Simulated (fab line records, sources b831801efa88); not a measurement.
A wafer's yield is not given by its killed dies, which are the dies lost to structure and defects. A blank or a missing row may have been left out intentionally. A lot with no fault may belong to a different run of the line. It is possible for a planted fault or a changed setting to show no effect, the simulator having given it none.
fab line records -- flow sky130
record lots=11, wafers=33, lastDay=50
route steps=708 shown LI_CONTACT@382 CONTACT@408 PAD_OPEN@708
lots untouched by any fault: they come from a run of this same line in which no faults occurred
startH: the number of hours between the record's first day and the start of the first shown wafer of the lot -- waitH: how many hours have passed since the lot's step before this one -- " same as the row above -- L1.1+2: a row that stands for several wafers -- - no value, or no start given -- * or withheld: withheld -- < > ~ a bound
route shown NAME@n: a module of which the file shows steps, and the number in the route of the first -- usual: the fault-free wafers' mean and standard deviation -- same: alike in all rows -- chamber/n: place in a boat -- sites: readings site by site -- _std_site: how widely they spread, as a standard deviation -- _edge_site: the outer-site mean with the inner-site mean subtracted -- radiusMm: for every site, how far away it sits from the centre of the wafer -- mask NAME#n: copy n -- behind: tool/chamber where the wafer was last shaped -- hold: why the lot went on hold/how many hours it stayed there/how the hold came to an end -- device: the transistor (n, p or np) that didn't switch -- end of line: tests run on the same wafers once the route is complete -- a step without rows: its recipe alone -- killed: the dies lost at the first sort to structure and to defects; this is not the yield of the wafer -- map: a wafer's dies, marking killed ones x, the rest . and places with no die _
set.NAME: the run value of the setting; set.NAME@STEP: its run value at that earlier step -- model.NAME: the simulator's own value behind a step, which no gauge read
one table for each step of the route and one row for each wafer, over a sample of lots
services: a tool's chamber out of use, with start hour (startH, from the record's first day; less than 0 if before it), hours out, and reason
## steps
# step SKY_LI_CONTACT_SPUTTER_20
# recipe material=TiN, targetThkNm=20, chamberPressurePa=5, powerW=4000, timeS=80
# usual throttleValvePct=30.1/0.91
lot.wafer,tool,chamber,startH,waitH,throttleValvePct
L950.1,pvdSputter-04,-,690.28,0.0,28.4
L950.3,pvdSputter-04,-,690.28,0.0,30.3
L950.6,pvdSputter-04,-,690.28,0.0,28.2
L951.2,pvdSputter-03,-,699.33,0.0,29.0
L951.3,pvdSputter-03,-,699.33,0.0,29.9
L951.6,pvdSputter-03,-,699.33,0.0,28.9
L954.1,pvdSputter-02,-,714.83,0.0,28.5
L954.5,pvdSputter-02,-,714.83,0.0,31.5
L954.6,pvdSputter-02,-,714.83,0.0,30.9
L956.1,pvdSputter-04,-,732.46,0.0,30.3
L956.2,pvdSputter-04,-,732.46,0.0,28.4
L956.3,pvdSputter-04,-,732.46,0.0,30.6
L957.2,pvdSputter-04,-,738.93,0.0,28.3
L957.4,pvdSputter-04,-,738.93,0.0,30.3
L957.6,pvdSputter-04,-,738.93,0.0,30.0
L960.3,pvdSputter-03,-,767.01,0.0,31.6
L960.4,pvdSputter-03,-,767.01,0.0,29.6
L960.5,pvdSputter-03,-,767.01,0.0,29.7
L963.2,pvdSputter-02,-,781.06,0.0,30.0
L963.4,pvdSputter-02,-,781.06,0.0,31.1
L963.6,pvdSputter-02,-,781.06,0.0,31.7
L964.1,pvdSputter-04,-,792.41,0.0,30.2
L964.3,pvdSputter-04,-,792.41,0.0,28.5
L964.4,pvdSputter-04,-,792.41,0.0,30.2
L965.2,pvdSputter-03,-,796.11,0.0,29.3
L965.3,pvdSputter-03,-,796.11,0.0,31.0
L965.6,pvdSputter-03,-,796.11,0.0,31.3
L972.1,pvdSputter-02,-,848.60,0.0,31.5
L972.3,pvdSputter-02,-,848.60,0.0,28.8
L972.5,pvdSputter-02,-,848.60,0.0,28.9
L973.2,pvdSputter-02,-,852.86,0.0,30.2
L973.3,pvdSputter-02,-,852.86,0.0,31.0
L973.4,pvdSputter-02,-,852.86,0.0,31.6
# step SKY_CONTACT_HDPCVD_02
# recipe material=SiO2, targetThkNm=565, sigmaOpenFrac=0.3, timeS=94.2, tempC=600, sih4FlowSccm=60, pressureMtorr=6
# usual runLengthS=122.6/0.59, sih4FlowSccm=59.98/0.18
lot.wafer,tool,chamber,startH,waitH,runLengthS,sih4FlowSccm
L950.1,hdpcvd-02,2,719.81,0.1,122.6,59.78
L950.3,hdpcvd-02,1,719.81,0.1,122.5,60.11
L950.6,hdpcvd-02,2,719.81,0.1,122.9,60.01
L951.2,hdpcvd-02,1,729.08,0.0,123.0,59.91
L951.3,hdpcvd-02,2,729.08,0.0,122.9,59.92
L951.6,hdpcvd-02,2,729.08,0.0,122.8,60.00
L954.1,hdpcvd-01,2,744.47,0.1,121.6,60.10
L954.5,hdpcvd-01,0,744.47,0.1,122.2,59.85
L954.6,hdpcvd-01,2,744.47,0.1,121.1,59.79
L956.1,hdpcvd-02,2,761.77,0.1,123.7,59.88
L956.2,hdpcvd-02,1,761.77,0.1,122.7,59.66
L956.3,hdpcvd-02,0,761.77,0.1,122.3,60.03
L957.2,hdpcvd-02,2,768.47,0.0,122.6,59.91
L957.4,hdpcvd-02,1,768.47,0.0,122.6,60.22
L957.6,hdpcvd-02,2,768.47,0.0,122.9,59.76
L960.3,hdpcvd-02,0,795.92,0.0,122.7,59.58
L960.4,hdpcvd-02,2,795.92,0.0,123.0,60.02
L960.5,hdpcvd-02,0,795.92,0.0,122.6,59.80
L963.2,hdpcvd-02,1,808.67,0.0,102.5,60.24
L963.4,hdpcvd-02,2,808.67,0.0,122.7,60.03
L963.6,hdpcvd-02,0,808.67,0.0,122.7,60.06
L964.1,hdpcvd-02,2,820.07,0.1,122.8,60.08
L964.3,hdpcvd-02,0,820.07,0.1,102.7,60.21
L964.4,hdpcvd-02,2,820.07,0.1,123.5,59.82
L965.2,hdpcvd-01,2,824.18,0.0,121.1,59.75
L965.3,hdpcvd-01,1,824.18,0.0,123.3,60.12
L965.6,hdpcvd-01,0,824.18,0.0,122.1,60.47
L972.1,hdpcvd-01,0,876.30,0.1,122.6,59.85
L972.3,hdpcvd-01,2,876.30,0.1,121.3,60.09
L972.5,hdpcvd-01,1,876.30,0.1,123.1,59.83
L973.2,hdpcvd-02,1,880.96,0.0,123.2,59.69
L973.3,hdpcvd-02,2,880.96,0.0,122.9,59.74
L973.4,hdpcvd-02,0,880.96,0.0,122.4,60.15
# step SKY_CONTACT_THK_MEAS_03
# recipe reads=SiO2_of_CONTACT_HDPCVD_02
# usual CONTACT_HDPCVD_THK=564/6.9
lot.wafer,tool,chamber,startH,waitH,CONTACT_HDPCVD_THK[nm]
L950.1,filmMetro-02,-,719.88,0.0,551
L950.3,filmMetro-02,-,719.88,0.0,564
L950.6,filmMetro-02,-,719.88,0.0,552
L951.2,filmMetro-02,-,729.16,0.0,571
L951.3,filmMetro-02,-,729.16,0.0,562
L951.6,filmMetro-02,-,729.16,0.0,564
L954.1,filmMetro-04,-,744.54,0.0,565
L954.5,filmMetro-04,-,744.54,0.0,571
L954.6,filmMetro-04,-,744.54,0.0,567
L956.1,filmMetro-04,-,761.84,0.0,553
L956.2,filmMetro-04,-,761.84,0.0,555
L956.3,filmMetro-04,-,761.84,0.0,560
L957.2,filmMetro-02,-,768.54,0.0,563
L957.4,filmMetro-02,-,768.54,0.0,562
L957.6,filmMetro-02,-,768.54,0.0,562
L960.3,filmMetro-03,-,796.01,0.1,562
L960.4,filmMetro-03,-,796.01,0.1,561
L960.5,filmMetro-03,-,796.01,0.1,563
L963.2,filmMetro-02,-,808.75,0.0,454
L963.4,filmMetro-02,-,808.75,0.0,565
L963.6,filmMetro-02,-,808.75,0.0,558
L964.1,filmMetro-04,-,820.14,0.0,557
L964.3,filmMetro-04,-,820.14,0.0,435
L964.4,filmMetro-04,-,820.14,0.0,559
L965.2,filmMetro-03,-,824.26,0.0,564
L965.3,filmMetro-03,-,824.26,0.0,572
L965.6,filmMetro-03,-,824.26,0.0,563
L972.1,filmMetro-03,-,876.37,0.0,565
L972.3,filmMetro-03,-,876.37,0.0,566
L972.5,filmMetro-03,-,876.37,0.0,560
L973.2,filmMetro-04,-,881.04,0.0,573
L973.3,filmMetro-04,-,881.04,0.0,567
L973.4,filmMetro-04,-,881.04,0.0,572
# step SKY_CONTACT_CMP_04
# recipe material=SiO2, downForcePsi=4, platenRpm=60, padVelocityMS=0.94248
# usual edgeZonePressureFrac=1.000/0.0051, motorCurrentA=12.3/1.2, slurryFilterDpKPa=13.52/0.13, timeToEndpointS=85/6.6
lot.wafer,tool,chamber,startH,waitH,edgeZonePressureFrac,motorCurrentA,slurryFilterDpKPa,timeToEndpointS
L950.3,cmp-01,0,720.04,0.1,0.994,13.7,13.34,84
L950.1,cmp-01,1,720.04,0.1,1.008,12.6,13.48,77
L950.6,cmp-01,3,720.04,0.1,0.998,13.8,13.62,69
L951.2,cmp-02,3,729.21,0.0,0.995,10.0,13.41,91
L951.3,cmp-02,0,729.21,0.0,0.995,13.6,13.57,80
L951.6,cmp-02,3,729.21,0.0,1.000,9.6,13.53,95
L954.1,cmp-01,1,744.65,0.1,1.004,13.0,13.48,81
L954.6,cmp-01,0,744.65,0.1,0.998,13.1,13.38,87
L954.5,cmp-01,1,744.65,0.1,1.005,12.9,13.45,85
L956.2,cmp-02,3,761.90,0.0,1.000,10.0,13.47,81
L956.3,cmp-02,0,761.90,0.0,0.992,14.3,13.62,73
L956.1,cmp-02,2,761.90,0.0,1.006,10.7,13.40,82
L957.2,cmp-01,2,768.59,0.0,0.998,12.8,13.47,86
L957.4,cmp-01,0,768.59,0.0,0.997,12.8,13.55,87
L957.6,cmp-01,3,768.59,0.0,1.010,13.2,13.36,75
L960.4,cmp-02,1,796.10,0.1,1.002,12.1,13.64,82
L960.3,cmp-02,3,796.10,0.1,1.007,9.8,13.64,84
L960.5,cmp-02,1,796.10,0.1,1.002,12.7,13.57,82
L963.2,cmp-02,0,808.85,0.1,0.999,13.3,13.50,38
L963.4,cmp-02,2,808.85,0.1,1.009,11.3,13.48,87
L963.6,cmp-02,3,808.85,0.1,0.997,9.7,13.51,82
L964.3,cmp-01,2,820.25,0.1,0.998,12.3,13.49,41
L964.4,cmp-01,3,820.25,0.1,1.002,13.4,13.62,74
L964.1,cmp-01,0,820.25,0.1,1.000,13.3,13.67,84
L965.3,cmp-02,3,824.31,0.0,1.007,9.7,13.53,86
L965.2,cmp-02,2,824.31,0.0,1.006,10.6,13.44,85
L965.6,cmp-02,0,824.31,0.0,1.001,12.9,13.37,71
L972.3,cmp-01,2,876.48,0.1,1.005,12.3,13.58,92
L972.1,cmp-01,0,876.48,0.1,0.990,13.3,13.47,87
L972.5,cmp-01,2,876.48,0.1,1.002,12.6,13.54,87
L973.3,cmp-02,1,881.09,0.0,0.992,12.7,13.61,88
L973.4,cmp-02,2,881.09,0.0,1.000,10.8,13.61,95
L973.2,cmp-02,0,881.09,0.0,1.001,13.8,13.55,80
# step SKY_CONTACT_ETCH_17
# recipe target=SiO2, chemistry=C4F8/O2/Ar, stopOn=Si3N4, maskMaterial=KrF-thick, sourceW=1500, biasW=1200, pressureMtorr=40, c4f8FlowSccm=withheld, O2_flow_sccm=6, Ar_flow_sccm=300, timeS=withheld, targetDepthA=3400
# usual chamberPressureMTorr=40.00/0.038, oesProductAu=0.893/0.0049
lot.wafer,tool,chamber,startH,waitH,chamberPressureMTorr,oesProductAu
L950.1,rieDiel-03,2,748.20,0.0,39.96,0.903
L950.3,rieDiel-03,1,748.20,0.0,39.93,0.882
L950.6,rieDiel-03,3,748.20,0.0,40.00,0.890
L951.2,rieDiel-01,2,757.84,0.0,39.94,0.895
L951.3,rieDiel-01,0,757.84,0.0,40.01,0.896
L951.6,rieDiel-01,3,757.84,0.0,40.03,0.889
L954.1,rieDiel-01,1,772.61,0.0,40.03,0.889
L954.5,rieDiel-01,3,772.61,0.0,39.97,0.892
L954.6,rieDiel-01,0,772.61,0.0,39.96,0.900
L956.1,rieDiel-03,0,789.44,0.0,39.97,0.895
L956.2,rieDiel-03,1,789.44,0.0,40.00,0.896
L956.3,rieDiel-03,2,789.44,0.0,40.00,0.896
L957.2,rieDiel-01,1,795.39,0.0,39.97,0.888
L957.4,rieDiel-01,0,795.39,0.0,40.01,0.890
L957.6,rieDiel-01,3,795.39,0.0,40.00,0.882
L960.3,rieDiel-03,1,822.70,0.0,40.01,0.892
L960.4,rieDiel-03,0,822.70,0.0,39.98,0.889
L960.5,rieDiel-03,3,822.70,0.0,40.01,0.892
L963.2,rieDiel-04,1,834.69,0.0,40.04,0.896
L963.4,rieDiel-04,2,834.69,0.0,39.94,0.900
L963.6,rieDiel-04,0,834.69,0.0,40.01,0.893
L964.1,rieDiel-03,2,846.34,0.0,40.03,0.896
L964.3,rieDiel-03,1,846.34,0.0,40.03,0.889
L964.4,rieDiel-03,0,846.34,0.0,40.04,0.887
L965.2,rieDiel-03,3,851.36,0.0,39.93,0.891
L965.3,rieDiel-03,0,851.36,0.0,40.02,0.898
L965.6,rieDiel-03,0,851.36,0.0,40.04,0.880
L972.1,rieDiel-03,1,902.56,0.0,39.92,0.891
L972.3,rieDiel-03,0,902.56,0.0,40.04,0.894
L972.5,rieDiel-03,0,902.56,0.0,39.96,0.900
L973.2,rieDiel-01,2,906.81,0.0,40.05,0.891
L973.3,rieDiel-01,1,906.81,0.0,39.94,0.883
L973.4,rieDiel-01,0,906.81,0.0,40.01,0.899
# step SKY_CONTACT_ETCH_18
# recipe target=Si3N4, chemistry=CHF3/O2, stopOn=TiN, sourceW=600, biasW=200, pressureMtorr=40, chf3FlowSccm=50, O2_flow_sccm=5, timeS=39, targetDepthA=750
# usual O2_flow_sccm=5.001/0.014, chamberPressureMTorr=40.00/0.04, drypumpMotorCurrentA=5.5/0.41, oesProductAu=0.853/0.0081, throttleValvePct=8.794/0.0091
lot.wafer,tool,chamber,startH,waitH,O2_flow_sccm,chamberPressureMTorr,drypumpMotorCurrentA,oesProductAu,rfHoursCounterH,throttleValvePct
L950.1,rieDiel-03,2,-,-,5.000,40.09,5.0,0.849,19,8.793
L950.3,rieDiel-03,1,-,-,5.007,40.01,5.4,0.840,16,8.782
L950.6,rieDiel-03,3,-,-,4.988,39.97,6.1,0.847,-,8.778
L951.2,rieDiel-01,2,-,-,5.000,39.96,6.2,0.855,14,8.789
L951.3,rieDiel-01,0,-,-,4.995,40.03,5.8,0.841,16,8.781
L951.6,rieDiel-01,3,-,-,5.002,39.99,5.4,0.865,-,8.793
L954.1,rieDiel-01,1,-,-,5.018,40.05,5.6,0.841,18,8.784
L954.5,rieDiel-01,3,-,-,5.008,40.00,5.4,0.845,-,8.799
L954.6,rieDiel-01,0,-,-,5.008,40.04,5.8,0.849,-,8.784
L956.1,rieDiel-03,0,-,-,5.032,40.00,4.8,0.850,4,8.806
L956.2,rieDiel-03,1,-,-,5.013,39.92,5.4,0.858,17,8.813
L956.3,rieDiel-03,2,-,-,4.996,40.03,5.0,0.851,20,8.793
L957.2,rieDiel-01,1,-,-,4.985,39.95,5.6,0.844,19,8.800
L957.4,rieDiel-01,0,-,-,5.002,39.96,5.8,0.838,18,8.783
L957.6,rieDiel-01,3,-,-,4.988,39.92,5.4,0.852,-,8.792
L960.3,rieDiel-03,1,-,-,5.012,40.08,5.4,0.860,18,8.819
L960.4,rieDiel-03,0,-,-,5.018,40.04,4.8,0.864,5,8.784
L960.5,rieDiel-03,3,-,-,4.999,40.00,6.1,0.870,-,8.800
L963.2,rieDiel-04,1,-,-,4.994,40.03,5.1,0.853,25,8.793
L963.4,rieDiel-04,2,-,-,4.990,40.03,5.8,0.867,8,8.790
L963.6,rieDiel-04,0,-,-,5.029,39.99,5.3,0.854,-,8.794
L964.1,rieDiel-03,2,-,-,4.980,40.00,5.0,0.849,22,8.782
L964.3,rieDiel-03,1,-,-,5.000,40.01,5.4,0.835,19,8.783
L964.4,rieDiel-03,0,-,-,5.010,39.94,4.9,0.849,6,8.776
L965.2,rieDiel-03,3,-,-,4.999,40.02,6.1,0.855,2,8.799
L965.3,rieDiel-03,0,-,-,5.012,40.02,4.8,0.854,6,8.799
L965.6,rieDiel-03,0,-,-,5.025,39.96,4.9,0.877,-,8.806
L972.1,rieDiel-03,1,-,-,4.985,39.96,5.4,0.853,20,8.799
L972.3,rieDiel-03,0,-,-,5.001,40.02,4.8,0.849,7,8.801
L972.5,rieDiel-03,0,-,-,5.003,40.00,4.8,0.860,-,8.802
L973.2,rieDiel-01,2,-,-,5.007,39.95,6.2,0.848,18,8.790
L973.3,rieDiel-01,1,-,-,5.019,39.94,5.6,0.844,23,8.793
L973.4,rieDiel-01,0,-,-,5.025,39.95,5.8,0.865,22,8.788
# step SKY_PAD_OPEN_PROBE_99
# usual killed_at_M0_to_M3=43/6.7, killed_at_M4_up=3.2/2.1, killedAtContacts=25/5.9, killedAtFrontEnd=16/4.7, killedAtOther=0.3/0.54, killedDies=87/9.8, killedOpen=47/6.7, killedShort=40/6.5
# same grossDies=492, killedAtBackSide=0
lot.wafer,tool,chamber,startH,waitH,killed_at_M0_to_M3,killed_at_M4_up,killedAtContacts,killedAtFrontEnd,killedAtOther,killedDies,killedOpen,killedShort
L963.2,prober-01,-,1153.75,0.1,39,1,33,10,0,83,50,33
L963.4,prober-01,-,1153.85,0.2,54,1,36,10,0,101,54,47
L963.6,prober-01,-,1153.95,0.2,41,1,24,19,1,86,49,37
L964.1,prober-02,-,1161.40,0.1,48,1,22,6,0,77,48,29
L964.3,prober-02,-,1161.50,0.2,60,5,14,12,0,91,44,47
L964.4,prober-02,-,1161.55,0.2,43,6,34,21,0,104,60,44
L965.2,prober-01,-,1166.38,0.1,44,4,25,12,0,85,49,36
# killed by level:class
L963.2 CONTACT:geometricParticle:open=13 VIA1:geometricParticle:open=10 LI_CONTACT:geometricParticle:open=7 VIA3:geometricParticle:open=7 CONTACT:geometricParticle:short=7 METAL1:geometricParticle:short=6 LOCAL_INTERCONNECT:geometricParticle:short=5 FIELD_ISO:geometricParticle:open=3
L963.4 CONTACT:geometricParticle:open=11 LI_CONTACT:geometricParticle:open=9 METAL1:geometricParticle:short=9 VIA1:geometricParticle:open=9 LOCAL_INTERCONNECT:geometricParticle:short=8 VIA3:geometricParticle:open=7 VIA2:geometricParticle:open=6 VIA2:geometricParticle:short=5
L963.6 CONTACT:geometricParticle:open=12 POLY_GATE:geometricParticle:open=8 METAL1:geometricParticle:short=7 VIA1:geometricParticle:open=6 VIA2:geometricParticle:open=6 VIA3:geometricParticle:open=6 LI_CONTACT:geometricParticle:short=5 LI_CONTACT:geometricParticle:open=4
L964.1 VIA1:geometricParticle:open=18 CONTACT:geometricParticle:open=11 VIA1:geometricParticle:short=9 VIA2:geometricParticle:open=6 METAL1:geometricParticle:short=5 LI_CONTACT:geometricParticle:open=4 LI_CONTACT:geometricParticle:short=3 CONTACT:geometricParticle:short=3
L964.3 VIA3:geometricParticle:open=9 VIA1:geometricParticle:short=8 LI_CONTACT:geometricParticle:open=7 METAL1:geometricParticle:short=7 VIA1:geometricParticle:open=7 FIELD_ISO:geometricParticle:short=6 VIA2:geometricParticle:open=6 VIA2:geometricParticle:short=6
L964.4 CONTACT:geometricParticle:open=13 LI_CONTACT:geometricParticle:open=10 FIELD_ISO:geometricParticle:open=8 VIA2:geometricParticle:open=8 VIA1:geometricParticle:open=7 LOCAL_INTERCONNECT:geometricParticle:short=6 METAL1:geometricParticle:short=6 FIELD_ISO:geometricParticle:short=5
L965.2 VIA1:geometricParticle:open=14 LI_CONTACT:geometricParticle:open=10 CONTACT:geometricParticle:open=7 METAL3:geometricParticle:short=5 METAL1:geometricParticle:short=4 CONTACT:geometricParticle:short=4 VIA2:geometricParticle:open=4 VIA3:geometricParticle:open=4
## services
tool,chamber,startH,hours,kind
rieDiel-01,0,678.41,5.6,repair
rieDiel-03,1,678.92,20.7,repair
cmp-02,-,680.15,2.4,repair
hdpcvd-02,0,684.05,20.2,repair
rieDiel-01,2,687.01,23.9,repair
cmp-02,-,692.43,1.9,repair
hdpcvd-01,-,715.38,1.0,repair
cmp-02,-,733.73,2.4,repair
cmp-02,-,744.00,4.0,pm
cmp-02,-,748.00,4.7,pm
pvdSputter-04,-,762.72,0.9,repair
cmp-02,-,764.18,1.1,repair
hdpcvd-02,-,789.15,1.0,repair
cmp-01,-,804.57,1.5,repair
rieDiel-01,-,814.62,4.3,pm
cmp-01,-,820.68,5.3,pm
rieDiel-03,-,836.84,0.4,repair
rieDiel-03,-,861.77,1.4,repair
rieDiel-01,2,862.75,21.8,repair
rieDiel-01,3,881.58,6.9,repair
rieDiel-03,-,886.14,3.2,repair
rieDiel-03,1,888.87,10.9,repair
rieDiel-03,2,898.28,5.9,repair
hdpcvd-02,0,906.57,13.5,repair
## key
firstSign step=SKY_CONTACT_HDPCVD_02, reading=runLengthS, direction=down, sigmas=34, usual=*, struck=*
effect step=SKY_CONTACT_THK_MEAS_03, reading=CONTACT_HDPCVD_THK, direction=down, sigmas=17, usual=564, struck=444
effect step=SKY_CONTACT_CMP_04, reading=timeToEndpointS, direction=down, sigmas=6.8, usual=*, struck=*
metAt SKY_CONTACT_HDPCVD_02
struckLots L963,L964
struckWafers L963.2,L964.3
testerLeftOut L963,L964
notActingAt SKY_LI_CONTACT_SPUTTER_20,SKY_CONTACT_ETCH_17,SKY_CONTACT_ETCH_18
onsetBetween 795.92 808.67
fault kind=processParameterDrift, tool=hdpcvd-02, chamber=-, onsetH=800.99, steps=SKY_CONTACT_HDPCVD_02, channel=timeS, offset=*, shape=step, endH=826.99, scope=struckWafersOnly, actsIn=*, stated=*
# testerLeftOut: of these lots the tester's yield and bins aren't shown, on N5 and GAA mostly nor the transistor test; their killed dies are dies lost to structure and defects alone, not to doping, threshold or leakage, so they don't give the yield
